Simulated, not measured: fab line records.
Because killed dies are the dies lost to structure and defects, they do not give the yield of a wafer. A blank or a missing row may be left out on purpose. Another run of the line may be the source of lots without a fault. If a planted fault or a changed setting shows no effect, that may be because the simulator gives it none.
Matching of chambers :: flow gf180mcu :: 3 sister chambers for GF_STI_CVD_23 on hdpcvd-02
The step deposits SiO2, target thk 650 nm, time 108.3 s. 6 wafers are shown with their chamber, then 9 later ones without.

## WAFERS WITH THEIR CHAMBER
wafer: L850.4
chamber: 1
pressure-mtorr (mTorr): 5.996

wafer: L852.3
chamber: 1
pressure-mtorr (mTorr): 6.013

wafer: L852.5
chamber: 0
pressure-mtorr (mTorr): 6.000

wafer: L855.2
chamber: 2
pressure-mtorr (mTorr): 6.003

wafer: L855.4
chamber: 2
pressure-mtorr (mTorr): 5.993

wafer: L855.5
chamber: 0
pressure-mtorr (mTorr): 5.987

## WAFERS WITHOUT THEIR CHAMBER
wafer: L856.2
pressure-mtorr (mTorr): 5.990

wafer: L856.3
pressure-mtorr (mTorr): 5.997

wafer: L856.5
pressure-mtorr (mTorr): 5.975

wafer: L857.1
pressure-mtorr (mTorr): 6.015

wafer: L857.2
pressure-mtorr (mTorr): 6.016

wafer: L857.5
pressure-mtorr (mTorr): 6.017

wafer: L862.2
pressure-mtorr (mTorr): 6.012

wafer: L862.3
pressure-mtorr (mTorr): 5.995

wafer: L862.6
pressure-mtorr (mTorr): 6.006

## THE CHAMBER EACH PASSED THROUGH
wafer: L856.2
from the rows above: can't be placed: 0 or 2 or 1
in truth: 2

wafer: L856.3
from the rows above: can't be placed: 2 or 0 or 1
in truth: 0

wafer: L856.5
from the rows above: can't be placed: 0 or 2 or 1
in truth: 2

wafer: L857.1
from the rows above: can't be placed: 1 or 2 or 0
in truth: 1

wafer: L857.2
from the rows above: can't be placed: 1 or 2 or 0
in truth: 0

wafer: L857.5
from the rows above: can't be placed: 1 or 2 or 0
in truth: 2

wafer: L862.2
from the rows above: can't be placed: 1 or 2 or 0
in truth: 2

wafer: L862.3
from the rows above: can't be placed: 0 or 2 or 1
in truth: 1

wafer: L862.6
from the rows above: can't be placed: 1 or 2 or 0
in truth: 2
Placed correctly: 0 of 9. These rows do not allow placing 9 (true chamber among the candidates in 9). Placed wrongly: 0.
How it was worked out, from the rows above alone: a wafer's distance from a chamber is the root of the sum, over the readings, of the square of ((its reading less the chamber's mean) divided by the reading's scatter). If the next closest chamber is less than 2 further off than the closest, the wafer can't be placed; otherwise it belongs to the closest. A chamber's mean is the mean of its shown wafers. The scatter: the root of (the sum of the squares of (reading less its chamber's mean) over the shown wafers, divided by (wafers less chambers)).
